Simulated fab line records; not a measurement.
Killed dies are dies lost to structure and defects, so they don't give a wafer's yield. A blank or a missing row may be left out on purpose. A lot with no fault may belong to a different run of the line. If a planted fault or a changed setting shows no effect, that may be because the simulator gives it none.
fab line records ; flow sky130
record: lots: 10; wafers: 30; last-day: 50
route steps=708 shown VIA1@474 METAL2@484 PAD_OPEN@708
lots with no fault: from the same line, run without faults
start-h: hours from the record's first day to the start of the lot's first wafer shown ; wait-h: hours since the lot's step before ; " the same as in the row above ; L1.1+2: a row that stands for several wafers ; - no value present, or no start provided ; * or withheld: withheld ; < > ~ a bound
route shown NAME@n: names a module that has steps shown in the file, with the first one's number in the route ; usual: mean/standard deviation taken from wafers without a fault ; same: alike in all rows ; chamber/n: place in a boat ; sites: per-site readings ; _std_site: the standard deviation of these ; _edge_site: outer sites' mean less inner sites' ; radius-mm: how far each site lies from the wafer's centre ; mask NAME#n: copy n ; behind: the most recent tool/chamber to have shaped the wafer ; hold: reason for holding the lot/hours on hold/outcome of the hold ; device: whichever transistor did not switch (one of n, p or np) ; end of line: the same wafers' tests at the end of the route ; a step given without rows: its recipe and nothing more ; killed: dies lost to structure and defects at the first sort, not the wafer's yield ; map: a wafer's dies, marking killed ones x, the rest . and places with no die _
set.NAME: the setting that was run; set.NAME@STEP: the one run at that earlier step ; model.NAME: the simulator's own value behind a step, which no gauge read
a sample of lots followed through the steps of the route, with each step as a table and each wafer as a row
services: when a tool's chamber went out of use (start-h, in hours from the record's first day, below 0 if earlier), for how many hours, and the reason
== steps ==
step: SKY_VIA1_STRIP_16
recipe: chemistry: O2/N2; power-w: 1400; pressure-mtorr: 1500; platen-temp-c: withheld; o2-flow-sccm: 3000; n2-flow-sccm: 300; overash-fraction: 0.5
usual: drypump-motor-current-A: 5.7/0.39; n2-flow-sccm: 300.0/0.89; oes-product-au: 0.416/0.0046; strip-time-to-endpoint-s: 4.455/0.028
lot.wafer;tool;chamber;start-h;wait-h;drypump-motor-current-A;n2-flow-sccm;oes-product-au;rf-hours-counter-h;strip-time-to-endpoint-s
L698.3;plasma-asher-02;0;806.14;0.1;5.1;300.3;0.410;-;4.428
L698.4;plasma-asher-02;1;806.14;0.1;6.2;300.5;0.413;-;4.428
L698.6;plasma-asher-02;0;806.14;0.1;5.1;300.4;0.419;-;4.415
L701.2;plasma-asher-04;1;836.60;0.0;6.0;299.3;0.411;40;4.470
L701.3;plasma-asher-04;0;836.60;0.0;5.8;300.7;0.411;-;4.506
L701.4;plasma-asher-04;1;836.60;0.0;6.0;299.9;0.420;-;4.450
L709.1;plasma-asher-02;0;883.18;0.0;5.2;299.8;0.421;76;4.486
L709.2;plasma-asher-02;1;883.18;0.0;6.2;300.2;0.415;76;4.468
L709.5;plasma-asher-02;1;883.18;0.0;6.2;300.0;0.420;-;4.428
L711.1;plasma-asher-01;1;897.80;0.0;5.5;301.0;0.415;15;4.459
L711.3;plasma-asher-01;1;897.80;0.0;5.5;301.2;0.417;-;4.429
L711.5;plasma-asher-01;1;897.80;0.0;5.5;301.2;0.419;-;4.437
L712.1;plasma-asher-04;0;932.87;0.0;5.7;300.5;0.413;50;4.481
L712.2;plasma-asher-04;1;932.87;0.0;6.0;299.8;0.412;50;4.460
L712.3;plasma-asher-04;1;932.87;0.0;6.0;299.0;0.413;-;4.409
L714.4;plasma-asher-02;0;934.45;0.1;5.1;300.4;0.411;-;4.439
L714.5;plasma-asher-02;1;934.45;0.1;6.2;299.1;0.420;-;4.439
L714.6;plasma-asher-02;0;934.45;0.1;5.1;300.6;0.417;-;4.441
L715.2;plasma-asher-02;0;937.30;0.0;5.1;298.7;0.413;81;4.429
L715.5;plasma-asher-02;0;937.30;0.0;5.1;299.8;0.411;-;4.438
L715.6;plasma-asher-02;1;937.30;0.0;6.2;301.0;0.418;-;4.432
L716.1;plasma-asher-02;1;939.36;0.0;6.2;298.9;0.416;81;4.478
L716.4;plasma-asher-02;1;939.36;0.0;6.2;299.3;0.417;-;4.462
L716.5;plasma-asher-02;0;939.36;0.0;5.1;298.9;0.418;-;4.466
L717.3;plasma-asher-01;1;943.99;0.1;5.5;300.5;0.420;-;4.482
L717.4;plasma-asher-01;0;943.99;0.1;5.3;299.8;0.421;-;4.467
L717.6;plasma-asher-01;1;943.99;0.1;5.5;299.3;0.414;-;4.460
L719.2;plasma-asher-02;1;955.77;0.0;6.2;298.7;0.419;83;4.441
L719.3;plasma-asher-02;1;955.77;0.0;6.2;298.5;0.414;-;4.464
L719.4;plasma-asher-02;0;955.77;0.0;5.1;299.6;0.418;-;4.492
step: SKY_VIA1_CMP_24
recipe: stop-on: SiO2; t-overpolish-s: 15; down-force-psi: 3.5; platen-rpm: 60; target-thk-nm: 0; pad-velocity-m-s: 0.94248
usual: motor-current-A: 11.0/1.1; overpolish-run-s: 15.001/0.009; time-to-endpoint-s: 67/4
same: t-overpolish-s: 15
lot.wafer;tool;chamber;start-h;wait-h;motor-current-A;overpolish-run-s;time-to-endpoint-s
L698.4;cmp-01;1;807.08;0.1;12.4;15.002;73
L698.3;cmp-01;3;807.08;0.1;9.0;14.992;70
L698.6;cmp-01;0;807.08;0.1;10.2;14.989;68
L701.4;cmp-01;0;837.61;0.1;10.6;15.019;64
L701.3;cmp-01;1;837.61;0.1;12.2;15.017;69
L701.2;cmp-01;2;837.61;0.1;10.4;14.993;71
L709.2;cmp-01;3;884.19;0.1;9.1;15.000;68
L709.1;cmp-01;0;884.19;0.1;10.2;15.000;59
L709.5;cmp-01;2;884.19;0.1;11.5;15.000;70
L711.1;cmp-02;1;898.76;0.1;10.7;14.985;65
L711.3;cmp-02;2;898.76;0.1;10.6;14.996;67
L711.5;cmp-02;1;898.76;0.1;10.9;14.990;66
L712.1;cmp-02;2;933.84;0.1;10.2;14.998;65
L712.3;cmp-02;3;933.84;0.1;12.2;14.996;67
L712.2;cmp-02;0;933.84;0.1;11.0;14.997;70
L714.4;cmp-02;1;935.49;0.2;10.8;15.007;66
L714.5;cmp-02;2;935.49;0.2;10.5;15.007;70
L714.6;cmp-02;3;935.49;0.2;12.0;14.988;69
L715.2;cmp-01;1;938.28;0.1;12.7;15.006;67
L715.5;cmp-01;0;938.28;0.1;9.9;14.998;60
L715.6;cmp-01;1;938.28;0.1;13.4;14.987;65
L716.1;cmp-01;0;940.33;0.1;10.5;14.985;59
L716.4;cmp-01;1;940.33;0.1;12.5;14.996;64
L716.5;cmp-01;3;940.33;0.1;8.9;14.999;59
L717.3;cmp-02;1;944.88;0.0;10.7;15.018;65
L717.4;cmp-02;0;944.88;0.0;11.4;15.000;67
L717.6;cmp-02;1;944.88;0.0;10.6;14.986;62
L719.3;cmp-01;0;956.73;0.0;10.4;14.994;59
L719.2;cmp-01;1;956.73;0.0;12.3;14.993;66
L719.4;cmp-01;3;956.73;0.0;9.1;15.009;62
step: SKY_METAL2_SPUTTER_01
recipe: material: TiN; target-thk-nm: 20; power-w: 6500; time-s: 16.7; chamber-pressure-pa: 0.4
usual: throttle-valve-pct: 29.7/1
same: time-s: 16.7
lot.wafer;tool;chamber;start-h;wait-h;throttle-valve-pct
L698.3;pvd-sputter-01;-;807.36;0.0;29.4
L698.4;pvd-sputter-01;-;807.36;0.0;30.8
L698.6;pvd-sputter-01;-;807.36;0.0;30.2
L701.2;pvd-sputter-02;-;837.89;0.0;28.4
L701.3;pvd-sputter-02;-;837.89;0.0;29.9
L701.4;pvd-sputter-02;-;837.89;0.0;31.0
L709.1;pvd-sputter-02;-;884.46;0.0;30.0
L709.2;pvd-sputter-02;-;884.46;0.0;30.5
L709.5;pvd-sputter-02;-;884.46;0.0;28.4
L711.1;pvd-sputter-02;-;899.08;0.0;30.8
L711.3;pvd-sputter-02;-;899.08;0.0;28.3
L711.5;pvd-sputter-02;-;899.08;0.0;28.5
L712.1;pvd-sputter-03;-;934.12;0.0;29.2
L712.2;pvd-sputter-03;-;934.12;0.0;31.2
L712.3;pvd-sputter-03;-;934.12;0.0;28.5
L714.4;pvd-sputter-01;-;935.67;0.0;30.3
L714.5;pvd-sputter-01;-;935.67;0.0;29.3
L714.6;pvd-sputter-01;-;935.67;0.0;30.5
L715.2;pvd-sputter-03;-;938.55;0.0;28.9
L715.5;pvd-sputter-03;-;938.55;0.0;28.1
L715.6;pvd-sputter-03;-;938.55;0.0;31.1
L716.1;pvd-sputter-01;-;940.61;0.0;30.8
L716.4;pvd-sputter-01;-;940.61;0.0;29.4
L716.5;pvd-sputter-01;-;940.61;0.0;30.6
L717.3;pvd-sputter-01;-;945.21;0.0;30.5
L717.4;pvd-sputter-01;-;945.21;0.0;30.3
L717.6;pvd-sputter-01;-;945.21;0.0;30.8
L719.2;pvd-sputter-03;-;957.05;0.0;28.3
L719.3;pvd-sputter-03;-;957.05;0.0;31.2
L719.4;pvd-sputter-03;-;957.05;0.0;28.6
step: SKY_METAL2_SPUTTER_04
recipe: material: TiN; target-thk-nm: 70; power-w: 6500; time-s: 58.3; chamber-pressure-pa: 0.4
usual: throttle-valve-pct: 29.7/0.99
lot.wafer;tool;chamber;start-h;wait-h;throttle-valve-pct
L698.3;pvd-sputter-01;-;807.42;0.0;29.4
L698.4;pvd-sputter-01;-;807.42;0.0;30.4
L698.6;pvd-sputter-01;-;807.42;0.0;30.4
L701.2;pvd-sputter-02;-;837.95;0.0;28.2
L701.3;pvd-sputter-02;-;837.95;0.0;29.8
L701.4;pvd-sputter-02;-;837.95;0.0;30.7
L709.1;pvd-sputter-02;-;884.53;0.0;30.2
L709.2;pvd-sputter-02;-;884.53;0.0;30.6
L709.5;pvd-sputter-02;-;884.53;0.0;28.3
L711.1;pvd-sputter-02;-;899.15;0.0;30.7
L711.3;pvd-sputter-02;-;899.15;0.0;28.6
L711.5;pvd-sputter-02;-;899.15;0.0;28.4
L712.1;pvd-sputter-03;-;934.18;0.0;28.7
L712.2;pvd-sputter-03;-;934.18;0.0;31.2
L712.3;pvd-sputter-03;-;934.18;0.0;28.3
L714.4;pvd-sputter-01;-;935.73;0.0;30.2
L714.5;pvd-sputter-01;-;935.73;0.0;29.8
L714.6;pvd-sputter-01;-;935.73;0.0;30.5
L715.2;pvd-sputter-03;-;938.63;0.0;29.1
L715.5;pvd-sputter-03;-;938.63;0.0;28.0
L715.6;pvd-sputter-03;-;938.63;0.0;31.1
L716.1;pvd-sputter-01;-;940.68;0.0;30.8
L716.4;pvd-sputter-01;-;940.68;0.0;29.6
L716.5;pvd-sputter-01;-;940.68;0.0;30.8
L717.3;pvd-sputter-01;-;945.28;0.0;29.9
L717.4;pvd-sputter-01;-;945.28;0.0;30.3
L717.6;pvd-sputter-01;-;945.28;0.0;30.9
L719.2;pvd-sputter-03;-;957.12;0.0;28.0
L719.3;pvd-sputter-03;-;957.12;0.0;31.3
L719.4;pvd-sputter-03;-;957.12;0.0;28.7
step: SKY_METAL2_RS_MEAS_05
recipe: thk-meas-gauge: four-point-probe; reads: TiN_of_METAL2_SPUTTER_04+Ti_of_METAL2_SPUTTER_03+AlCu_of_METAL2_SPUTTER_02+TiN_of_METAL2_SPUTTER_01+Ti_of_METAL2_SPUTTER_00
usual: METAL2_ALCU_RS: 0.1261/0.0015
lot.wafer;tool;chamber;start-h;wait-h;hold;METAL2_ALCU_RS[ohm/sq]
L698.3;film-metro-03;-;807.51;0.1;-;0.1273
L698.4;film-metro-03;-;807.51;0.1;-;0.1244
L698.6;film-metro-03;-;807.51;0.1;-;0.1251
L701.2;film-metro-01;-;838.02;0.0;-;0.1253
L701.3;film-metro-01;-;838.02;0.0;-;0.1260
L701.4;film-metro-01;-;838.02;0.0;-;0.1257
L709.1;film-metro-01;-;884.58;0.0;await-dispo/0.2h/release;0.1246
L709.2;film-metro-01;-;884.58;0.0;await-dispo/0.2h/release;0.1241
L709.5;film-metro-01;-;884.58;0.0;await-dispo/0.2h/release;0.1248
L709.1;film-metro-01;-;887.97;3.4;-;0.1246
L709.2;film-metro-01;-;887.97;3.4;-;0.1238
L709.5;film-metro-01;-;887.97;3.4;-;0.1250
L711.1;film-metro-03;-;899.20;0.0;await-dispo/0.2h/release;0.1244
L711.3;film-metro-03;-;899.20;0.0;await-dispo/0.2h/release;0.1234
L711.5;film-metro-03;-;899.20;0.0;await-dispo/0.2h/release;0.1238
L711.1;film-metro-03;-;899.48;0.3;-;0.1246
L711.3;film-metro-03;-;899.48;0.3;-;0.1234
L711.5;film-metro-03;-;899.48;0.3;-;0.1237
L712.1;film-metro-03;-;934.23;0.0;-;0.1261
L712.2;film-metro-03;-;934.23;0.0;-;0.1280
L712.3;film-metro-03;-;934.23;0.0;-;0.1263
L714.4;film-metro-03;-;935.84;0.1;-;0.1252
L714.5;film-metro-03;-;935.84;0.1;-;0.1273
L714.6;film-metro-03;-;935.84;0.1;-;0.1260
L715.2;film-metro-01;-;938.71;0.0;-;0.1266
L715.5;film-metro-01;-;938.71;0.0;-;0.1252
L715.6;film-metro-01;-;938.71;0.0;-;0.1270
L716.1;film-metro-01;-;940.72;0.0;-;0.1239
L716.4;film-metro-01;-;940.72;0.0;-;0.1264
L716.5;film-metro-01;-;940.72;0.0;-;0.1239
L717.3;film-metro-02;-;945.36;0.1;-;0.1267
L717.4;film-metro-02;-;945.36;0.1;-;0.1256
L717.6;film-metro-02;-;945.36;0.1;-;0.1258
L719.2;film-metro-03;-;957.19;0.0;-;0.1241
L719.3;film-metro-03;-;957.19;0.0;-;0.1253
L719.4;film-metro-03;-;957.19;0.0;-;0.1261
step: SKY_METAL2_THK_MEAS_06
recipe: thk-meas-gauge: xrf; reads: AlCu_of_METAL2_SPUTTER_02
usual: METAL2_ALCU_THK: 256/3.1
lot.wafer;tool;chamber;start-h;wait-h;hold;METAL2_ALCU_THK[nm]
L698.3;film-metro-03;-;807.61;0.1;-;254
L698.4;film-metro-03;-;807.61;0.1;-;258
L698.6;film-metro-03;-;807.61;0.1;-;257
L701.2;film-metro-01;-;838.13;0.1;-;258
L701.3;film-metro-01;-;838.13;0.1;-;257
L701.4;film-metro-01;-;838.13;0.1;-;256
L709.1;film-metro-01;-;889.57;1.6;await-dispo/0.2h/release;243
L709.2;film-metro-01;-;889.57;1.6;await-dispo/0.2h/release;240
L709.5;film-metro-01;-;889.57;1.6;await-dispo/0.2h/release;240
L709.1;film-metro-01;-;889.80;0.2;-;240
L709.2;film-metro-01;-;889.80;0.2;-;241
L709.5;film-metro-01;-;889.80;0.2;-;240
L711.1;film-metro-03;-;901.30;1.8;await-dispo/0.2h/release;239
L711.3;film-metro-03;-;901.30;1.8;await-dispo/0.2h/release;240
L711.5;film-metro-03;-;901.30;1.8;await-dispo/0.2h/release;241
L711.1;film-metro-03;-;901.62;0.3;-;240
L711.3;film-metro-03;-;901.62;0.3;-;242
L711.5;film-metro-03;-;901.62;0.3;-;241
L712.1;film-metro-03;-;934.35;0.1;-;257
L712.2;film-metro-03;-;934.35;0.1;-;250
L712.3;film-metro-03;-;934.35;0.1;-;254
L714.4;film-metro-03;-;935.93;0.1;-;256
L714.5;film-metro-03;-;935.93;0.1;-;250
L714.6;film-metro-03;-;935.93;0.1;-;252
L715.2;film-metro-01;-;938.82;0.1;-;256
L715.5;film-metro-01;-;938.82;0.1;-;257
L715.6;film-metro-01;-;938.82;0.1;-;253
L716.1;film-metro-01;-;940.84;0.1;-;261
L716.4;film-metro-01;-;940.84;0.1;-;253
L716.5;film-metro-01;-;940.84;0.1;-;258
L717.3;film-metro-02;-;945.46;0.1;-;255
L717.4;film-metro-02;-;945.46;0.1;-;257
L717.6;film-metro-02;-;945.46;0.1;-;260
L719.2;film-metro-03;-;957.30;0.1;-;259
L719.3;film-metro-03;-;957.30;0.1;-;255
L719.4;film-metro-03;-;957.30;0.1;-;255
step: SKY_PAD_OPEN_PROBE_99
usual: defect-limited-yield: 82.1/1.7; killed_at_M0_to_M3: 44/6.4; killed_at_M4_up: 3.0/1.8; killed-at-contacts: 24/5; killed-at-front-end: 16/4.3; killed-at-other: 0.4/0.76; killed-dies: 88/8.6; killed-open: 47/7.2; killed-short: 40/5.5; sort_bin_3_pad_short: 0.9/0.44; sort_bin_5_function: 10.6/1.5; sort_bin_6_memory: 6.4/1.2; sort-n-pass: 404/8.6; sort-yield-pct: 82.1/1.7
same: gross-dies: 492; killed-at-back-side: 0; sort_bin_4_leakage[%]: 0; sort_bin_8_speed[%]: 0
lot.wafer;tool;chamber;start-h;wait-h;defect-limited-yield[%];killed_at_M0_to_M3;killed_at_M4_up;killed-at-contacts;killed-at-front-end;killed-at-other;killed-dies;killed-open;killed-short;sort_bin_3_pad_short[%];sort_bin_5_function[%];sort_bin_6_memory[%];sort-n-pass;sort-yield-pct[%]
L715.2;prober-02;-;1182.48;0.1;83.1;51;1;21;10;0;83;46;37;1.2;9.3;6.3;409;83.1
L715.5;prober-02;-;1182.63;0.2;82.1;49;4;17;17;1;88;47;39;1.6;11.0;5.3;404;82.1
L715.6;prober-02;-;1182.68;0.2;82.7;48;4;18;15;0;85;50;34;0.2;9.3;7.7;407;82.7
L719.2;prober-02;-;1195.49;0.1;79.1;49;2;27;25;0;103;68;35;1.0;12.8;7.1;389;79.1
L719.3;prober-02;-;1195.54;0.2;82.9;42;3;20;19;0;84;41;43;1.0;11.4;4.7;408;82.9
L719.4;prober-02;-;1195.59;0.2;78.5;59;2;32;12;1;106;57;49;0.6;13.2;7.7;386;78.5
killed by level:class
L715.2 VIA1:geometric-particle:open=14 CONTACT:geometric-particle:open=8 VIA1:geometric-particle:short=7 LI_CONTACT:geometric-particle:open=6 VIA2:geometric-particle:open=6 VIA3:geometric-particle:open=5 LOCAL_INTERCONNECT:geometric-particle:short=4 VIA3:geometric-particle:short=4
L715.5 VIA2:geometric-particle:open=9 METAL1:geometric-particle:short=8 VIA1:geometric-particle:open=8 VIA2:geometric-particle:short=7 VIA3:geometric-particle:open=7 FIELD_ISO:geometric-particle:open=6 LI_CONTACT:geometric-particle:open=6 CONTACT:geometric-particle:open=6
L715.6 VIA1:geometric-particle:open=15 CONTACT:geometric-particle:open=11 FIELD_ISO:geometric-particle:open=8 METAL1:geometric-particle:short=7 VIA3:geometric-particle:open=5 VIA1:geometric-particle:short=4 METAL2:geometric-particle:short=4 VIA2:geometric-particle:short=4
L719.2 CONTACT:geometric-particle:open=14 VIA1:geometric-particle:open=12 VIA2:geometric-particle:open=10 FIELD_ISO:geometric-particle:short=8 VIA3:geometric-particle:open=7 LI_CONTACT:geometric-particle:open=6 METAL1:geometric-particle:short=6 FIELD_ISO:geometric-particle:open=5
L719.3 VIA1:geometric-particle:open=9 LI_CONTACT:geometric-particle:open=7 FIELD_ISO:geometric-particle:open=6 FIELD_ISO:geometric-particle:short=5 VIA3:geometric-particle:short=5 METAL1:geometric-particle:short=5 VIA2:geometric-particle:short=5 VIA2:geometric-particle:open=5
L719.4 VIA2:geometric-particle:open=13 CONTACT:geometric-particle:open=12 VIA3:geometric-particle:open=10 LI_CONTACT:geometric-particle:open=8 CONTACT:geometric-particle:short=6 METAL2:geometric-particle:short=6 METAL3:geometric-particle:short=6 VIA1:geometric-particle:open=5
== services ==
tool;chamber;start-h;hours;kind
plasma-asher-04;-;787.64;0.7;repair
pvd-sputter-03;1;796.03;-;consumable-replace:kit
pvd-sputter-03;1;796.03;18.0;scheduled-down
pvd-sputter-03;1;796.03;18.0;vent-cycle
pvd-sputter-03;-;807.58;1.4;repair
cmp-02;-;812.20;0.6;repair
cmp-02;-;830.73;3.0;repair
cmp-02;-;855.57;0.8;repair
cmp-02;-;875.83;0.6;repair
pvd-sputter-03;-;879.07;4.5;repair
plasma-asher-01;-;882.11;1.3;repair
cmp-02;-;912.00;4.0;pm
cmp-02;-;916.00;-;consumable-replace:conditioner
cmp-02;-;916.00;-;consumable-replace:pad
cmp-01;-;922.22;2.5;repair
pvd-sputter-03;-;928.79;0.6;repair
cmp-02;-;929.32;0.3;repair
cmp-01;-;950.25;5.6;pm
pvd-sputter-01;2;951.64;-;consumable-replace:kit
pvd-sputter-01;2;951.64;18.0;scheduled-down
pvd-sputter-01;2;951.64;18.0;vent-cycle
== key ==
first-sign: step: SKY_METAL2_RS_MEAS_05; reading: visit; direction: added
effect: step: SKY_METAL2_THK_MEAS_06; reading: visit; direction: added
met-at SKY_METAL2_SPUTTER_04
struck-lots L709,L711
not-acting-at SKY_VIA1_STRIP_16,SKY_VIA1_CMP_24,SKY_METAL2_SPUTTER_01
onset-between 837.95 884.53
fault: kind: process-parameter-drift; tool: pvd-sputter-02; chamber: -; onset-h: 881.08; steps: SKY_METAL2_SPUTTER_04; channel: target-thk-nm; offset: 35.675; shape: step; end-h: 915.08; acts-in: these-recipes-only; stated: 70
